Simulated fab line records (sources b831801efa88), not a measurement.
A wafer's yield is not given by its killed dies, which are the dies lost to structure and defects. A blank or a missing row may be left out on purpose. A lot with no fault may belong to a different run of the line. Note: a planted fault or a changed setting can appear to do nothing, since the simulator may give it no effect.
Struck lot and sound lot, side by side    flow sfq-line    42 steps out of a route of 325
Sound: the wafers L666.1, L666.3, L666.4. Struck: wafer L681.2 (L681.4, L681.5, from the same lot, were not struck and are left out); the cause is given at the end.
Per side, at each step with rows, come the tool, then ch with its chambers, and then its first start. Under that, the readings that differ: sound wafers    struck wafers    difference of the means    sigmas: that difference in standard deviations of wafers without a fault.
alike: same words and numbers on both sides, and readings whose means sit less than 2 such deviations apart. not compared: any withheld reading, any reading some wafer has no value for, any bound like >300 that may hide the same value, and any number with overlapping values for which the record gives no deviation.
A row with sigmas, a row that says differs or no value, or rows on one side alone: a step with any of these is where the two part. Non-overlapping numbers with no deviation appear without sigmas and do not part them. A reading that every wafer of one side lacks parts them only if that side has two wafers or more.

first, 3 steps without rows for these wafers: SFQ_TRILAYER_I4_VIA_STRIP_STRIP_107 (strips in O2); SFQ_TRILAYER_I4_VIA_STRIP_SOLV_CLEAN_108 (cleans in NMP, time 600 s); SFQ_TRILAYER_JJ_TRILAYER_DEP_PRE_CLEAN_113 (time 22.5 s).
SFQ_TRILAYER_JJ_TRILAYER_DEP_SPUTTER_109: material Nb, target thk 150 nm, time 100 s.
  sound on pvd-sputter-06 at day 51 06:03; struck on pvd-sputter-06 at day 55 14:19
  alike: throttle-valve-pct
then, 2 steps without rows for these wafers: SFQ_TRILAYER_JJ_TRILAYER_DEP_SPUTTER_110 (material Al, target thk 8 nm, time 10 s); SFQ_TRILAYER_JJ_TRILAYER_DEP_AL_OXIDATION_111 (oxidation time 600 s).
SFQ_TRILAYER_JJ_TRILAYER_DEP_SPUTTER_112: material Nb, target thk 170 nm, time 113.3 s.
  sound on pvd-sputter-06 at day 51 07:08; struck on pvd-sputter-06 at day 55 15:25
  alike: throttle-valve-pct
SFQ_JJ_RS_MEAS_929: measurement is done with a four-point probe.
  sound on film-metro-01 at day 51 07:13; struck on film-metro-04 at day 55 15:31
  alike: JJ_NB_RS
then, 3 steps without rows for these wafers: SFQ_TRILAYER_JJ_CE_LITHO_COAT_119 (resist thk 62 nm); SFQ_TRILAYER_JJ_CE_LITHO_COAT_114 (resist thk 600 nm); SFQ_TRILAYER_JJ_CE_LITHO_SOFTBAKE_118.
-- the record jumps here: 7 days lie between the struck wafers' starts before and after --
SFQ_TRILAYER_JJ_CE_LITHO_EXPOSE_115: exposes mask J5, target cd 700 nm.
  sound on krf-scanner-01 ch 0, day 51 08:09; struck on krf-scanner-01 ch 0, day 62 05:15
  alike: mask
then, 2 steps without rows for these wafers: SFQ_TRILAYER_JJ_CE_LITHO_PEB_117 (peb time 60 s); SFQ_TRILAYER_JJ_CE_LITHO_DEVELOP_116 (time 60 s).
SFQ_JJ_OVL_MEAS_931:
  sound on overlay-01 at day 51 09:39; struck on overlay-02 at day 62 06:33
reading      sound    struck  difference  sigmas
J5_OVL (nm)  4 -5 -1  11      +12         +3
SFQ_TRILAYER_JJ_CE_METRO_MEASURE_117:
  sound on cd-sem-02 at day 51 09:41; struck on cd-sem-01 at day 62 06:47
reading     sound              struck  difference  sigmas
cd-nm (nm)  700.3 700.3 700.7  693.5   -6.9        -6
SFQ_TRILAYER_JJ_CE_BARC_OPEN_RIE_150: chemistry O2, target BARC, target depth 240 nm, time 80 s.
  sound on rie-metal-04 ch 0,1, day 51 10:53; struck on rie-metal-04 ch 0, day 62 07:47
reading              sound              struck  difference  sigmas
model.JJ.cd-nm (nm)  697.7 697.3 698.5  691.8   -6.0        
  alike: drypump-motor-current-A, oes-product-au
  not compared: rf-hours-counter-h
SFQ_TRILAYER_JJ_CE_ETCH_RIE_118: chemistry SF6, target Nb, stops on Al2O3, time 97.7 s, target depth 170 nm.
  sound on rie-metal-04 ch 0,1, day 51 10:59; struck on rie-metal-04 ch 0, day 62 07:52
reading                sound              struck  difference  sigmas
oes-product-au (a.u.)  0.981 0.994 0.981  1.002   +0.017      +2
model.JJ.cd-nm (nm)    699.3 698.9 698    694.3   -4.4        
  alike: drypump-motor-current-A
  not compared: rf-hours-counter-h
then, 9 steps without rows for these wafers: SFQ_TRILAYER_JJ_ANODIZE_ANODIZE_119; SFQ_TRILAYER_JJ_CE_STRIP_STRIP_120 (strips in O2); SFQ_TRILAYER_JJ_CE_STRIP_SOLV_CLEAN_121 (cleans in NMP, time 600 s); SFQ_TRILAYER_M5_LITHO_COAT_128 (resist thk 62 nm); SFQ_TRILAYER_M5_LITHO_COAT_123 (resist thk 600 nm); SFQ_TRILAYER_M5_LITHO_SOFTBAKE_127; SFQ_TRILAYER_M5_LITHO_EXPOSE_124 (exposes mask M5, target cd 700 nm); SFQ_TRILAYER_M5_LITHO_PEB_126 (peb time 60 s); SFQ_TRILAYER_M5_LITHO_DEVELOP_125 (time 60 s).
SFQ_M5_OVL_MEAS_932:
  sound on overlay-02 at day 57 12:23; struck on overlay-01 at day 62 11:38
  alike: M5_OVL
then, 1 step without rows for these wafers: SFQ_TRILAYER_M5_BARC_OPEN_METAL_ETCH_161 (etches BARC in O2, target depth 125 nm, time 41.7 s).
SFQ_TRILAYER_M5_ETCH_METAL_ETCH_126: etches Nb in Cl2/BCl3, stops on SiO2, time 203.2 s, target depth 265 nm.
  sound on rie-metal-01 ch 0,1, day 57 12:29; struck on rie-metal-01 ch 1, day 62 11:44
  alike: drypump-motor-current-A, oes-product-au
  not compared: rf-hours-counter-h
then, 3 steps without rows for these wafers: SFQ_TRILAYER_M5_STRIP_STRIP_127 (strips in O2); SFQ_TRILAYER_M5_STRIP_SOLV_CLEAN_128 (cleans in NMP, time 600 s); SFQ_TRILAYER_A5B_DEP_PECVD_129 (deposits SiO2 from SiH4/N2O, time 133.33 s, target thk 600 nm).
SFQ_TRILAYER_A5B_CMP_CMP_130: polishes, stops on Nb, target thk 340.7 nm.
  sound on cmp-02 ch 1,2,3, day 57 13:33; struck on cmp-02 ch 1, day 62 13:17
  alike: head-pressure-psi, motor-current-A, platen-rpm, slurry-flow-ml-min
SFQ_TRILAYER_A5B_METRO_MEASURE_131:
  sound on film-metro-02 at day 57 16:33; struck on film-metro-03 at day 62 15:59
  alike: thk-nm
then, 3 steps without rows for these wafers: SFQ_TRILAYER_R5_DEP_SPUTTER_132 (material Ti, target thk 5 nm, time 5 s); SFQ_TRILAYER_R5_DEP_SPUTTER_133 (material MoNx, target thk 40 nm, time 66.7 s); SFQ_TRILAYER_R5_DEP_SPUTTER_134 (material Ti, target thk 5 nm, time 5 s).
SFQ_R5_RS_MEAS_933: measurement is done with a four-point probe.
  sound on film-metro-04 at day 57 17:51; struck on film-metro-04 at day 62 17:06
  alike: R5_MONX_RS
SFQ_R5_THK_MEAS_934: measures by xrf.
  sound on film-metro-04 at day 57 17:58; struck on film-metro-04 at day 62 17:13
  alike: R5_MONX_THK
then, 1 step without rows for these wafers: SFQ_TRILAYER_R5_LITHO_COAT_141 (resist thk 62 nm).
-- the record jumps here: 29 days lie between the struck wafers' starts before and after --
SFQ_M8_BOW_MEAS_951:
  sound on film-metro-02 at day 84 12:55; struck on film-metro-01 at day 91 17:27
reading                 sound           struck  difference  sigmas
model.etest.jj.g-times  1 0.999 0.9966  0.9858  -0.0127     
  alike: M8_BOW

## WHERE THEY PART
Earliest at SFQ_JJ_OVL_MEAS_931; latest, in this record, at SFQ_TRILAYER_JJ_CE_ETCH_RIE_118. Later steps at which nothing parts them and some readings are alike: SFQ_M5_OVL_MEAS_932, SFQ_TRILAYER_M5_ETCH_METAL_ETCH_126, SFQ_TRILAYER_A5B_CMP_CMP_130, SFQ_TRILAYER_A5B_METRO_MEASURE_131, SFQ_R5_RS_MEAS_933, SFQ_R5_THK_MEAS_934, SFQ_M8_BOW_MEAS_951.

WHY: what the simulator had put in
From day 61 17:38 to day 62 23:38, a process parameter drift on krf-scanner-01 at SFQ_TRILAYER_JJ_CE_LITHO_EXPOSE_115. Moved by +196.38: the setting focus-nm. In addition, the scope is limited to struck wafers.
